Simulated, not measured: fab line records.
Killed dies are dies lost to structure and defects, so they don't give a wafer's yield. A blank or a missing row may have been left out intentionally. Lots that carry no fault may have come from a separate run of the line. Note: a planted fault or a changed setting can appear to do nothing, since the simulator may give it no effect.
Matching of chambers	flow sky130	SKY_CAP2M_CVD_00 on pecvd-01 has 3 sister chambers
The step deposits SiO2, target thk 15.5 nm. 3 wafers are shown with their chamber, then 9 later ones without.

WAFERS PAIRED WITH THEIR CHAMBERS
wafer	chamber	heater power w (W)
L078.4	0	629
L084.5	1	744
L084.6	2	741

WAFERS WHOSE CHAMBER IS MISSING
wafer	heater power w (W)
L089.1	692
L089.5	714
L089.6	679
L094.3	588
L094.4	592
L094.6	717
L096.1	648
L096.4	761
L096.6	809

EACH ONE'S CHAMBER
wafer	from the rows above	in truth
L089.1	can't be placed: 2 or 1 or 0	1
L089.5	can't be placed: 2 or 1 or 0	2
L089.6	can't be placed: 0 or 2 or 1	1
L094.3	0	0
L094.4	0	0
L094.6	can't be placed: 2 or 1 or 0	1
L096.1	can't be placed: 0 or 2 or 1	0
L096.4	can't be placed: 1 or 2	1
L096.6	can't be placed: 1 or 2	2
Correctly placed: 2 of 9. Unplaceable from these rows: 7, with the true chamber sitting among the candidates in 7. Number placed wrongly: 0.
How it was worked out, from the rows above alone: a wafer's distance from a chamber is the root of the sum, over the readings, of the square of ((its reading less the chamber's mean) divided by the reading's scatter). The wafer belongs to the nearest chamber; if the next one is less than 2 further off, it can't be placed. The mean given for a chamber averages the wafers shown for that chamber. The scatter (one wafer shown for each chamber): square how far every hidden wafer sits from the nearest shown wafer, average those squares and take the square root.
